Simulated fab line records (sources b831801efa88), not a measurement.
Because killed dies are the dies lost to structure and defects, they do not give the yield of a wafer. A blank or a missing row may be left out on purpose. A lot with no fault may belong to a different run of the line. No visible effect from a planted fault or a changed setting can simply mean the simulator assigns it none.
fab line records ; flow sky130
record lots=6; wafers=18; last_day=52
route steps=708 shown VIA1@473 METAL2@483 PAD_OPEN@708
lots untouched by any fault: they come from a run of this same line in which no faults occurred
start_h: hours from the record's opening day to when the first of the lot's shown wafers began ; wait_h: hours elapsed since this lot's preceding step ; " the same as in the row above ; L1.1+2: several wafers, shown together as one row ; - no value, or no start given ; * or withheld: withheld ; < > ~ a bound
route shown NAME@n: NAME is a module with steps in the file, n the number in the route of the first one ; usual: average and standard deviation across the fault-free wafers ; same: alike in all rows ; chamber/n: place in a boat ; sites: readings site by site ; _std_site: how widely they spread, as a standard deviation ; _edge_site: mean of outer sites minus mean of inner sites ; radius_mm: how far each site lies from the wafer's centre ; mask NAME#n: copy n ; behind: the last tool/chamber to shape the wafer ; hold: cause of the lot's hold/its duration in hours/its outcome ; device: which transistor (n, p or np) failed to switch ; end of line: the route-end tests of the same wafers ; where a step has no rows: the recipe by itself ; killed: not the wafer's yield, but the dies lost to structure and defects at the first sort ; map: the dies of a wafer, with x for killed, . for not killed, _ for no die there
set.NAME: the run value of the setting; set.NAME@STEP: its run value at that earlier step ; model.NAME: the simulator's own value behind a step, which no gauge read
certain route steps with their lots: each step a table, each wafer a row
services: from which hour (start_h, from the record's first day; less than 0 if before it) a tool's chamber was out of use, for how many hours, and why
## steps
# step SKY_VIA1_ETCH_15
# recipe target=SiO2; chemistry=C4F8/O2/Ar; target_depth_nm=351; stop_on=TiN; mask_material=KrF-thick; source_w=1500; bias_w=1200; pressure_mtorr=40; c4f8_flow_sccm=withheld; O2_flow_sccm=6; Ar_flow_sccm=300; time_s=54
# usual oes_product_au=0.981/0.0052
# same time_s=54
lot.wafer;tool;chamber;start_h;wait_h;oes_product_au;rf_hours_counter_h
L801.3;rie_diel-04;3;767.73;0.0;0.976;14
L801.4;rie_diel-04;0;767.73;0.0;0.985;5
L801.5;rie_diel-04;1;767.73;0.0;0.988;-
L805.2;rie_diel-04;1;793.76;0.0;0.986;18
L805.4;rie_diel-04;0;793.76;0.0;0.989;5
L805.5;rie_diel-04;1;793.76;0.0;0.986;-
L809.2;rie_diel-04;3;819.64;0.0;0.982;15
L809.3;rie_diel-04;0;819.64;0.0;0.980;6
L809.5;rie_diel-04;0;819.64;0.0;0.982;-
L811.2;rie_diel-04;0;841.88;0.0;0.973;7
L811.3;rie_diel-04;1;841.88;0.0;0.975;20
L811.4;rie_diel-04;3;841.88;0.0;0.979;16
L812.2;rie_diel-01;3;848.49;0.0;0.982;15
L812.4;rie_diel-01;1;848.49;0.0;0.985;18
L812.5;rie_diel-01;0;848.49;0.0;0.977;-
L818.1;rie_diel-04;1;1035.74;0.0;0.981;3
L818.4;rie_diel-04;3;1035.74;0.0;0.993;-
L818.6;rie_diel-04;2;1035.74;0.0;0.979;-
# step SKY_VIA1_STRIP_16
# recipe chemistry=O2/N2; power_w=1400; pressure_mtorr=1500; platen_temp_c=withheld; o2_flow_sccm=3000; n2_flow_sccm=300; overash_fraction=0.5
# step SKY_VIA1_STRIP_17
# recipe chemistry=post_etch_residue_remover; time_s=1200; temp_c=72.5
# step SKY_VIA1_CLEAN_18
# recipe chemistry=IPA; time_s=180; temp_c=25
# step SKY_VIA1_CLEAN_19
# recipe chemistry=O3/DIW; dry=n2_spin
# step SKY_VIA1_SPUTTER_20
# recipe material=TiN; target_thk_nm=20; chamber_pressure_pa=5; power_w=4000; time_s=80
# usual chamber_pressure_pa=5.002/0.0098; throttle_valve_pct=29.5/1.3
# same time_s=80
lot.wafer;tool;chamber;start_h;wait_h;chamber_pressure_pa;throttle_valve_pct
L801.3;pvd_sputter-03;-;768.41;0.0;4.993;30.0
L801.4;pvd_sputter-03;-;768.41;0.0;4.996;29.5
L801.5;pvd_sputter-03;-;768.41;0.0;4.999;28.8
L805.2;pvd_sputter-01;-;794.40;0.0;5.006;30.8
L805.4;pvd_sputter-01;-;794.40;0.0;5.011;29.4
L805.5;pvd_sputter-01;-;794.40;0.0;5.003;30.5
L809.2;pvd_sputter-04;-;820.28;0.0;5.001;28.1
L809.3;pvd_sputter-04;-;820.28;0.0;5.008;28.2
L809.5;pvd_sputter-04;-;820.28;0.0;4.995;28.2
L811.2;pvd_sputter-03;-;842.52;0.0;5.000;28.5
L811.3;pvd_sputter-03;-;842.52;0.0;5.019;29.2
L811.4;pvd_sputter-03;-;842.52;0.0;4.997;29.4
L812.2;pvd_sputter-01;-;849.56;0.0;4.994;30.7
L812.4;pvd_sputter-01;-;849.56;0.0;5.011;30.8
L812.5;pvd_sputter-01;-;849.56;0.0;4.999;31.1
L818.1;pvd_sputter-03;-;1036.37;0.0;5.010;28.6
L818.4;pvd_sputter-03;-;1036.37;0.0;4.994;29.1
L818.6;pvd_sputter-03;-;1036.37;0.0;5.004;28.7
# step SKY_VIA1_CVD_21
# recipe material=W; target_thk_nm=270; time_s=80.902; temp_c=400; pressure_torr=40
# step SKY_VIA1_RS_MEAS_22
# recipe thk_meas_gauge=four-point-probe; reads=W_of_VIA1_CVD_21+TiN_of_VIA1_SPUTTER_20
# usual VIA1_W_RS=0.425/0.005
lot.wafer;tool;chamber;start_h;wait_h;VIA1_W_RS[ohm/sq]
L801.3;film_metro-01;-;768.60;0.1;0.415
L801.4;film_metro-01;-;768.60;0.1;0.426
L801.5;film_metro-01;-;768.60;0.1;0.421
L805.2;film_metro-01;-;794.57;0.1;0.416
L805.4;film_metro-01;-;794.57;0.1;0.423
L805.5;film_metro-01;-;794.57;0.1;0.415
L809.2;film_metro-02;-;820.45;0.1;0.425
L809.3;film_metro-02;-;820.45;0.1;0.425
L809.5;film_metro-02;-;820.45;0.1;0.423
L811.2;film_metro-02;-;842.70;0.1;0.423
L811.3;film_metro-02;-;842.70;0.1;0.431
L811.4;film_metro-02;-;842.70;0.1;0.421
L812.2;film_metro-02;-;849.74;0.1;0.432
L812.4;film_metro-02;-;849.74;0.1;0.427
L812.5;film_metro-02;-;849.74;0.1;0.432
L818.1;film_metro-02;-;1036.53;0.1;0.419
L818.4;film_metro-02;-;1036.53;0.1;0.424
L818.6;film_metro-02;-;1036.53;0.1;0.420
# step SKY_VIA1_THK_MEAS_23
# recipe thk_meas_gauge=xrf; reads=W_of_VIA1_CVD_21
# usual VIA1_W_THK=264/3.4
lot.wafer;tool;chamber;start_h;wait_h;VIA1_W_THK[nm]
L801.3;film_metro-01;-;768.70;0.1;272
L801.4;film_metro-01;-;768.70;0.1;266
L801.5;film_metro-01;-;768.70;0.1;267
L805.2;film_metro-01;-;794.68;0.1;270
L805.4;film_metro-01;-;794.68;0.1;265
L805.5;film_metro-01;-;794.68;0.1;271
L809.2;film_metro-02;-;820.56;0.1;263
L809.3;film_metro-02;-;820.56;0.1;264
L809.5;film_metro-02;-;820.56;0.1;266
L811.2;film_metro-02;-;842.81;0.1;266
L811.3;film_metro-02;-;842.81;0.1;263
L811.4;film_metro-02;-;842.81;0.1;267
L812.2;film_metro-02;-;849.85;0.1;261
L812.4;film_metro-02;-;849.85;0.1;265
L812.5;film_metro-02;-;849.85;0.1;261
L818.1;film_metro-02;-;1036.65;0.1;267
L818.4;film_metro-02;-;1036.65;0.1;265
L818.6;film_metro-02;-;1036.65;0.1;267
# step SKY_VIA1_CMP_24
# recipe stop_on=SiO2; t_overpolish_s=15; down_force_psi=3.5; platen_rpm=60; target_thk_nm=0; pad_velocity_m_s=0.94248
# usual motor_current_A=10.8/0.91; overpolish_run_s=15.000/0.0093; slurry_flow_ml_min=150.0/0.45; time_to_endpoint_s=64.5/2.8
lot.wafer;tool;chamber;start_h;wait_h;motor_current_A;overpolish_run_s;slurry_flow_ml_min;time_to_endpoint_s
L801.3;cmp-02;2;768.79;0.1;12.4;14.991;150.6;62.5
L801.4;cmp-02;0;768.79;0.1;11.3;14.997;150.4;62.6
L801.5;cmp-02;1;768.79;0.1;9.9;14.997;150.6;68.0
L805.4;cmp-01;1;794.73;0.0;11.1;14.993;150.4;68.2
L805.2;cmp-01;0;794.73;0.0;9.4;15.006;149.8;69.4
L805.5;cmp-01;2;794.73;0.0;10.3;14.997;150.0;68.8
L809.3;cmp-01;0;820.61;0.0;9.6;15.024;149.7;66.6
L809.2;cmp-01;2;820.61;0.0;10.4;14.999;150.4;61.9
L809.5;cmp-01;0;820.61;0.0;9.4;15.004;150.1;66.1
L811.2;cmp-02;1;842.86;0.0;9.4;14.987;150.4;65.1
L811.4;cmp-02;2;842.86;0.0;12.1;14.998;149.9;64.9
L811.3;cmp-02;0;842.86;0.0;11.4;14.997;150.7;60.5
L812.4;cmp-01;1;849.95;0.1;11.5;14.986;149.6;65.6
L812.2;cmp-01;2;849.95;0.1;10.4;14.987;149.7;65.7
L812.5;cmp-01;0;849.95;0.1;9.7;14.997;149.4;67.9
L818.4;cmp-02;3;1036.71;0.0;10.9;15.015;148.8;66.7
L818.1;cmp-02;1;1036.71;0.0;9.8;15.000;149.1;68.7
L818.6;cmp-02;3;1036.71;0.0;10.5;15.008;149.8;67.5
# step SKY_METAL2_SPUTTER_00
# recipe material=Ti; target_thk_nm=15; power_w=3000; time_s=10; chamber_pressure_pa=0.4
# step SKY_METAL2_SPUTTER_01
# recipe material=TiN; target_thk_nm=20; power_w=6500; time_s=16.7; chamber_pressure_pa=0.4
# usual chamber_pressure_pa=0.4001/0.0008; throttle_valve_pct=29.5/0.74
# same time_s=16.7
lot.wafer;tool;chamber;start_h;wait_h;chamber_pressure_pa;throttle_valve_pct
L801.3;pvd_sputter-02;-;769.07;0.0;0.4007;29.8
L801.4;pvd_sputter-02;-;769.07;0.0;0.3996;30.0
L801.5;pvd_sputter-02;-;769.07;0.0;0.3991;30.0
L805.2;pvd_sputter-03;-;795.05;0.0;0.4000;28.5
L805.4;pvd_sputter-03;-;795.05;0.0;0.3988;29.0
L805.5;pvd_sputter-03;-;795.05;0.0;0.4008;29.8
L809.2;pvd_sputter-03;-;820.94;0.0;0.4003;30.0
L809.3;pvd_sputter-03;-;820.94;0.0;0.4011;28.8
L809.5;pvd_sputter-03;-;820.94;0.0;0.4016;28.4
L811.2;pvd_sputter-04;-;843.18;0.0;0.4002;28.1
L811.3;pvd_sputter-04;-;843.18;0.0;0.4002;28.2
L811.4;pvd_sputter-04;-;843.18;0.0;0.4005;32.2
L812.2;pvd_sputter-02;-;850.22;0.0;0.4001;30.0
L812.4;pvd_sputter-02;-;850.22;0.0;0.4011;30.0
L812.5;pvd_sputter-02;-;850.22;0.0;0.3997;29.9
L818.1;pvd_sputter-03;-;1037.03;0.0;0.3997;29.4
L818.4;pvd_sputter-03;-;1037.03;0.0;0.4001;30.2
L818.6;pvd_sputter-03;-;1037.03;0.0;0.3996;30.0
# step SKY_METAL2_SPUTTER_02
# recipe material=AlCu; target_thk_nm=250; power_w=10600; time_s=13.3; chamber_pressure_pa=0.4
# usual chamber_pressure_pa=0.3999/0.0008; throttle_valve_pct=29.5/0.73
# same time_s=13.3
lot.wafer;tool;chamber;start_h;wait_h;chamber_pressure_pa;throttle_valve_pct
L801.3;pvd_sputter-02;-;769.09;0.0;0.4017;29.9
L801.4;pvd_sputter-02;-;769.09;0.0;0.3987;30.0
L801.5;pvd_sputter-02;-;769.09;0.0;0.3993;29.9
L805.2;pvd_sputter-03;-;795.08;0.0;0.4151;27.9
L805.4;pvd_sputter-03;-;795.08;0.0;0.4008;28.9
L805.5;pvd_sputter-03;-;795.08;0.0;0.3990;30.0
L809.2;pvd_sputter-03;-;820.96;0.0;0.3994;29.8
L809.3;pvd_sputter-03;-;820.96;0.0;0.4162;28.0
L809.5;pvd_sputter-03;-;820.96;0.0;0.4160;28.0
L811.2;pvd_sputter-04;-;843.20;0.0;0.4007;28.4
L811.3;pvd_sputter-04;-;843.20;0.0;0.4011;28.2
L811.4;pvd_sputter-04;-;843.20;0.0;0.4005;32.1
L812.2;pvd_sputter-02;-;850.25;0.0;0.4012;30.2
L812.4;pvd_sputter-02;-;850.25;0.0;0.4006;29.9
L812.5;pvd_sputter-02;-;850.25;0.0;0.4005;29.9
L818.1;pvd_sputter-03;-;1037.06;0.0;0.3981;29.2
L818.4;pvd_sputter-03;-;1037.06;0.0;0.4006;30.1
L818.6;pvd_sputter-03;-;1037.06;0.0;0.3993;30.1
# step SKY_METAL2_SPUTTER_03
# recipe material=Ti; target_thk_nm=5; power_w=3000; time_s=3.3; chamber_pressure_pa=0.4
# usual chamber_pressure_pa=0.3999/0.00075; throttle_valve_pct=29.4/0.73
# same time_s=3.3
lot.wafer;tool;chamber;start_h;wait_h;chamber_pressure_pa;throttle_valve_pct
L801.3;pvd_sputter-02;-;769.12;0.0;0.3991;29.9
L801.4;pvd_sputter-02;-;769.12;0.0;0.3983;30.0
L801.5;pvd_sputter-02;-;769.12;0.0;0.3988;29.9
L805.2;pvd_sputter-03;-;795.10;0.0;0.3995;28.5
L805.4;pvd_sputter-03;-;795.10;0.0;0.3994;29.3
L805.5;pvd_sputter-03;-;795.10;0.0;0.4007;30.0
L809.2;pvd_sputter-03;-;820.99;0.0;0.3999;30.1
L809.3;pvd_sputter-03;-;820.99;0.0;0.4001;28.5
L809.5;pvd_sputter-03;-;820.99;0.0;0.4003;28.4
L811.2;pvd_sputter-04;-;843.23;0.0;0.4002;28.2
L811.3;pvd_sputter-04;-;843.23;0.0;0.4009;27.9
L811.4;pvd_sputter-04;-;843.23;0.0;0.4005;32.1
L812.2;pvd_sputter-02;-;850.27;0.0;0.4020;30.0
L812.4;pvd_sputter-02;-;850.27;0.0;0.3998;30.1
L812.5;pvd_sputter-02;-;850.27;0.0;0.3991;29.9
L818.1;pvd_sputter-03;-;1037.08;0.0;0.4008;29.2
L818.4;pvd_sputter-03;-;1037.08;0.0;0.4006;29.8
L818.6;pvd_sputter-03;-;1037.08;0.0;0.4002;29.9
# step SKY_PAD_OPEN_PROBE_99
# usual defect_limited_yield=82.5/1.9; killed_at_M0_to_M3=43/7; killed_at_M4_up=2.7/1.6; killed_at_contacts=24/5.3; killed_at_front_end=16/4.6; killed_at_other=0.3/0.53; killed_dies=86/9.3; killed_open=47/6.9; killed_short=38/6.1; sort_bin_3_pad_short=0.9/0.4; sort_bin_5_function=10.3/1.4; sort_bin_6_memory=6.3/1.1; sort_n_pass=406/9.3; sort_yield_pct=82.5/1.9
# same gross_dies=492; killed_at_back_side=0; sort_bin_4_leakage[%]=0; sort_bin_8_speed[%]=0
lot.wafer;tool;chamber;start_h;wait_h;defect_limited_yield[%];killed_at_M0_to_M3;killed_at_M4_up;killed_at_contacts;killed_at_front_end;killed_at_other;killed_dies;killed_open;killed_short;sort_bin_3_pad_short[%];sort_bin_5_function[%];sort_bin_6_memory[%];sort_n_pass;sort_yield_pct[%]
L801.3;prober-02;-;1057.81;0.2;83.9;35;2;26;16;0;79;43;36;0.6;7.9;7.5;413;83.9
L801.4;prober-02;-;1057.86;0.2;79.5;59;3;26;13;0;101;54;47;1.2;13.6;5.7;391;79.5
L801.5;prober-02;-;1057.91;0.2;81.1;36;6;33;18;0;93;53;40;1.2;10.0;7.7;399;81.1
L805.2;prober-02;-;1078.86;0.1;82.5;41;3;29;13;0;86;43;43;0.6;10.6;6.3;406;82.5
L805.4;prober-02;-;1078.96;0.2;83.3;48;3;19;11;1;82;44;38;0.4;10.0;6.3;410;83.3
L805.5;prober-02;-;1079.01;0.2;80.9;51;3;26;14;0;94;57;37;1.0;11.6;6.5;398;80.9
L809.2;prober-01;-;1098.96;0.1;83.9;41;4;25;9;0;79;46;33;0.8;9.6;5.7;413;83.9
L809.3;prober-01;-;1099.01;0.2;82.1;52;3;23;10;0;88;45;43;0.6;11.2;6.1;404;82.1
L809.5;prober-01;-;1099.11;0.2;82.9;43;1;29;11;0;84;49;35;1.2;9.1;6.7;408;82.9
L811.2;prober-01;-;1113.51;0.1;82.1;40;5;26;17;0;88;52;36;0.8;11.6;5.5;404;82.1
L811.3;prober-01;-;1113.56;0.2;85.0;38;2;15;19;0;74;44;29;0.6;9.3;5.1;418;85.0
L811.4;prober-01;-;1113.61;0.2;83.9;42;6;11;20;0;79;44;34;0.4;10.2;5.5;413;83.9
L812.2;prober-02;-;1116.76;0.1;80.3;51;3;26;17;0;97;57;39;0.4;12.2;7.1;395;80.3
L812.4;prober-02;-;1116.86;0.2;80.5;54;3;21;18;0;96;45;51;0.8;10.8;7.9;396;80.5
L812.5;prober-02;-;1116.91;0.2;81.9;36;1;32;20;0;89;55;34;0.4;10.0;7.7;403;81.9
L818.1;prober-02;-;1243.06;0.4;79.3;54;2;27;18;1;102;43;59;1.6;12.0;7.1;390;79.3
L818.4;prober-02;-;1243.21;0.5;82.3;40;4;20;22;1;87;43;44;0.4;10.4;6.9;405;82.3
L818.6;prober-02;-;1243.31;0.6;81.5;47;2;21;20;1;91;55;36;0.8;12.4;5.3;401;81.5
# killed by level:class
L801.3 VIA1:geometric_particle:open=9 CONTACT:geometric_particle:open=8 LI_CONTACT:geometric_particle:open=7 CONTACT:geometric_particle:short=6 FIELD_ISO:geometric_particle:short=5 VIA2:geometric_particle:open=5 VIA1:geometric_particle:short=4 VIA3:geometric_particle:short=4
L801.4 VIA1:geometric_particle:open=15 METAL2:geometric_particle:short=10 CONTACT:geometric_particle:open=9 VIA3:geometric_particle:open=7 METAL1:geometric_particle:short=6 LI_CONTACT:geometric_particle:open=6 CONTACT:geometric_particle:short=6 VIA2:geometric_particle:open=6
L801.5 CONTACT:geometric_particle:open=13 VIA1:geometric_particle:open=11 POLY_GATE:geometric_particle:short=7 LI_CONTACT:geometric_particle:short=7 LI_CONTACT:geometric_particle:open=7 POLY_GATE:geometric_particle:open=6 METAL2:geometric_particle:short=6 CONTACT:geometric_particle:short=5
L805.2 LI_CONTACT:geometric_particle:open=10 VIA1:geometric_particle:open=9 METAL2:geometric_particle:short=7 LI_CONTACT:geometric_particle:short=6 LOCAL_INTERCONNECT:geometric_particle:short=6 POLY_GATE:geometric_particle:short=5 CONTACT:geometric_particle:open=5 VIA3:geometric_particle:open=5
L805.4 METAL2:geometric_particle:short=9 VIA1:geometric_particle:open=9 VIA3:geometric_particle:open=9 LI_CONTACT:geometric_particle:open=6 VIA2:geometric_particle:open=6 CONTACT:geometric_particle:open=5 METAL1:geometric_particle:short=5 LI_CONTACT:geometric_particle:short=4
L805.5 VIA1:geometric_particle:open=12 LI_CONTACT:geometric_particle:open=10 VIA3:geometric_particle:open=9 VIA2:geometric_particle:open=8 CONTACT:geometric_particle:open=7 METAL2:geometric_particle:short=7 LI_CONTACT:geometric_particle:short=4 METAL1:geometric_particle:short=4
L809.2 VIA1:geometric_particle:open=10 LI_CONTACT:geometric_particle:open=9 CONTACT:geometric_particle:open=8 METAL1:geometric_particle:short=6 VIA3:geometric_particle:open=6 VIA2:geometric_particle:open=5 LOCAL_INTERCONNECT:geometric_particle:short=4 VIA3:geometric_particle:short=4
L809.3 VIA1:geometric_particle:open=12 CONTACT:geometric_particle:open=7 LI_CONTACT:geometric_particle:open=6 VIA1:geometric_particle:short=6 VIA2:geometric_particle:open=6 VIA3:geometric_particle:open=6 METAL2:geometric_particle:short=5 CONTACT:geometric_particle:short=4
L809.5 VIA1:geometric_particle:open=14 LI_CONTACT:geometric_particle:open=9 CONTACT:geometric_particle:open=9 METAL1:geometric_particle:short=6 CONTACT:geometric_particle:short=5 VIA1:geometric_particle:short=5 FIELD_ISO:geometric_particle:short=4 LOCAL_INTERCONNECT:geometric_particle:short=4
L811.2 CONTACT:geometric_particle:open=10 VIA1:geometric_particle:open=9 FIELD_ISO:geometric_particle:open=8 VIA3:geometric_particle:open=7 LI_CONTACT:geometric_particle:open=6 CONTACT:geometric_particle:short=6 VIA2:geometric_particle:open=6 METAL2:geometric_particle:short=6
L811.3 LI_CONTACT:geometric_particle:open=7 VIA1:geometric_particle:open=7 VIA2:geometric_particle:open=7 FIELD_ISO:geometric_particle:open=6 METAL2:geometric_particle:short=6 POLY_GATE:geometric_particle:open=5 VIA1:geometric_particle:short=5 VIA3:geometric_particle:open=5
L811.4 VIA1:geometric_particle:open=17 VIA2:geometric_particle:open=7 METAL2:geometric_particle:short=6 FIELD_ISO:geometric_particle:open=4 FIELD_ISO:geometric_particle:short=4 VIA3:geometric_particle:open=4 CONTACT:geometric_particle:open=4 VIA1:geometric_particle:short=4
L812.2 VIA1:geometric_particle:open=15 CONTACT:geometric_particle:open=13 VIA2:geometric_particle:open=8 LI_CONTACT:geometric_particle:open=6 METAL1:geometric_particle:short=6 VIA1:geometric_particle:short=6 FIELD_ISO:geometric_particle:short=4 POLY_GATE:geometric_particle:open=4
L812.4 VIA1:geometric_particle:short=12 VIA1:geometric_particle:open=10 VIA2:geometric_particle:open=10 FIELD_ISO:geometric_particle:short=8 LOCAL_INTERCONNECT:geometric_particle:short=5 VIA3:geometric_particle:open=5 LI_CONTACT:geometric_particle:open=4 CONTACT:geometric_particle:short=4
L812.5 CONTACT:geometric_particle:open=13 VIA1:geometric_particle:open=13 LI_CONTACT:geometric_particle:open=10 POLY_GATE:geometric_particle:short=5 LOCAL_INTERCONNECT:geometric_particle:short=5 POLY_GATE:geometric_particle:open=4 VIA2:geometric_particle:open=4 METAL1:geometric_particle:short=3
L818.1 CONTACT:geometric_particle:open=15 VIA1:geometric_particle:open=12 METAL2:geometric_particle:short=10 FIELD_ISO:geometric_particle:short=7 VIA1:geometric_particle:short=6 LOCAL_INTERCONNECT:geometric_particle:short=5 VIA3:geometric_particle:short=5 METAL3:geometric_particle:short=5
L818.4 VIA1:geometric_particle:open=10 CONTACT:geometric_particle:open=9 FIELD_ISO:geometric_particle:short=6 VIA2:geometric_particle:open=6 POLY_GATE:geometric_particle:short=5 FIELD_ISO:geometric_particle:open=4 METAL2:geometric_particle:short=4 METAL4:geometric_particle:short=4
L818.6 CONTACT:geometric_particle:open=13 VIA1:geometric_particle:open=13 METAL2:geometric_particle:short=13 VIA2:geometric_particle:open=8 FIELD_ISO:geometric_particle:open=6 POLY_GATE:geometric_particle:short=5 VIA3:geometric_particle:open=4 LOCAL_INTERCONNECT:geometric_particle:short=3
## services
tool;chamber;start_h;hours;kind
cmp-02;-;744.11;4.0;pm
pvd_sputter-01;-;766.60;15.7;repair
rie_diel-04;2;810.73;-;clean
rie_diel-04;2;810.73;13.1;scheduled_down
rie_diel-04;2;810.73;13.1;vent_cycle
cmp-01;-;814.82;1.0;repair
rie_diel-04;2;831.35;3.2;repair
cmp-01;-;837.94;1.5;repair
pvd_sputter-03;-;847.33;1.7;repair
cmp-02;-;852.25;0.3;repair
rie_diel-01;3;854.52;3.5;repair
cmp-02;-;899.48;7.5;pm
cmp-01;-;912.12;4.0;pm
rie_diel-01;-;949.29;1.0;repair
pvd_sputter-01;-;964.51;0.8;repair
pvd_sputter-04;-;975.92;9.6;repair
rie_diel-01;0;989.74;20.7;repair
rie_diel-01;-;989.89;1.6;repair
rie_diel-01;-;991.54;0.7;repair
rie_diel-01;2;995.97;1.2;repair
cmp-01;-;1008.04;0.6;repair
cmp-02;-;1009.75;2.4;repair
rie_diel-01;2;1010.36;4.6;repair
rie_diel-01;1;1036.40;5.5;repair
## key
first_sign step=SKY_METAL2_SPUTTER_02; reading=chamber_pressure_pa; direction=up; sigmas=20; usual=0.3999; struck=0.4158
effect none on later readings
met_at SKY_METAL2_SPUTTER_02
struck_wafers L805.2,L809.3,L809.5
fault kind=process_parameter_drift; tool=pvd_sputter-03; chamber=-; onset_h=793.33; steps=SKY_METAL2_SPUTTER_02; channel=chamber_pressure_pa; offset=0.015576; shape=step; end_h=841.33; acts_in=these_recipes_only; stated=0.4; scope=struck_wafers_only
